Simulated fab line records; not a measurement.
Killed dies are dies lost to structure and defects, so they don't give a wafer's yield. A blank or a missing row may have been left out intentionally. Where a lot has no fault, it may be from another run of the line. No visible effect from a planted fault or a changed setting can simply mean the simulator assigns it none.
Comparing a struck lot with a sound one -- flow sky130 -- 15 out of 708 route steps
Sound: the wafers L146.1, L146.4, L146.5. Wafers L155.1, L155.3, L155.6 were the ones struck. The cause comes at the end.
Per side, at each step with rows, come the tool, then ch with its chambers, and then its first start. Under that, the readings that differ: sound wafers -- struck wafers -- difference of the means -- sigmas: that difference in standard deviations of wafers without a fault.
alike: a reading whose means differ by less than 2 such deviations, as well as words and numbers matching on both sides. not compared: withheld readings; readings where some wafer has no value; bounds like >300 that might hide an equal value; numbers whose values overlap and for which the record gives no deviation.
A row with sigmas, a row that says differs or no value, or rows on one side alone: a step with any of these is where the two part. Numbers that have no deviation but don't overlap get no sigmas and don't part them. A reading that every wafer of one side lacks parts them only if that side has two wafers or more.

SKY_NWELL_RS_MEAS_29: a four-point-probe measurement.
  sound on film metro-03 at day 6 16:13; struck on film metro-01 at day 9 01:13
  alike: NWELL_RS
SKY_NWELL_RS_MEAS_31: a four-point-probe measurement.
  sound on film metro-03 at day 6 16:27; struck on film metro-01 at day 9 01:27
  alike: PWDE_RS
then, 7 steps without rows for these wafers: SKY_VT_ADJUST_HVTP_DEHYDRATE_00 (time 60 s); SKY_VT_ADJUST_HVTP_HMDS_01 (prime time 60 s); SKY_VT_ADJUST_HVTP_COAT_02 (resist thk 1140 nm); SKY_VT_ADJUST_HVTP_SOFTBAKE_03 (time 60 s); SKY_VT_ADJUST_HVTP_EXPOSE_04 (exposes mask HVTPM, target cd 380 nm); SKY_VT_ADJUST_HVTP_PEB_05; SKY_VT_ADJUST_HVTP_DEVELOP_06 (develop time 60 s).
SKY_VT_ADJUST_HVTP_CD_MEAS_07: the cd target is 380 nm.
  sound on cd sem-01 at day 7 10:46; struck on cd sem-01 at day 9 23:07
  alike: cd nm
SKY_VT_ADJUST_HVTP_OVL_MEAS_08:
  sound on overlay-02 at day 7 10:53; struck on overlay-02 at day 9 23:14
  alike: VT_ADJUST_HVTP_OVL
SKY_VT_ADJUST_HVTP_IMPLANT_09:
  sound on implanter-04 ch 0, day 7 10:56; struck on implanter-02 ch 0, day 9 23:16
reading,sound,struck,difference,sigmas
implant ion amu,75 75 75,49 49 49,-26,
model.implant.rp nm (nm),84.38 84.38 84.38,108.3 108.3 108.3,+23.9,
model.implant.drp nm (nm),33.4 33.4 33.4,46.43 46.43 46.43,+13.03,
SKY_VT_ADJUST_HVTP_STRIP_10: strips in O2/N2.
  sound on plasma asher-04 ch 0,1, day 7 11:05; struck on plasma asher-03 ch 0,1, day 9 23:25
  alike: drypump motor current A, oes product au, strip time to endpoint s
  not compared: rf hours counter h
SKY_VT_ADJUST_HVTP_TW_MEAS_11:
  sound on film metro-04 at day 7 11:11; struck on film metro-02 at day 9 23:31
reading,sound,struck,difference,sigmas
VT_ADJUST_HVTP_TW,1366 1376 1377,758 756 760,-615,-47
then, 1 step without rows for these wafers: SKY_VT_ADJUST_LVTN_DEHYDRATE_00 (time 60 s).

## WHERE THEY PART
Within this record, at SKY_VT_ADJUST_HVTP_TW_MEAS_11 only.

WHY: what had been put in by the simulator
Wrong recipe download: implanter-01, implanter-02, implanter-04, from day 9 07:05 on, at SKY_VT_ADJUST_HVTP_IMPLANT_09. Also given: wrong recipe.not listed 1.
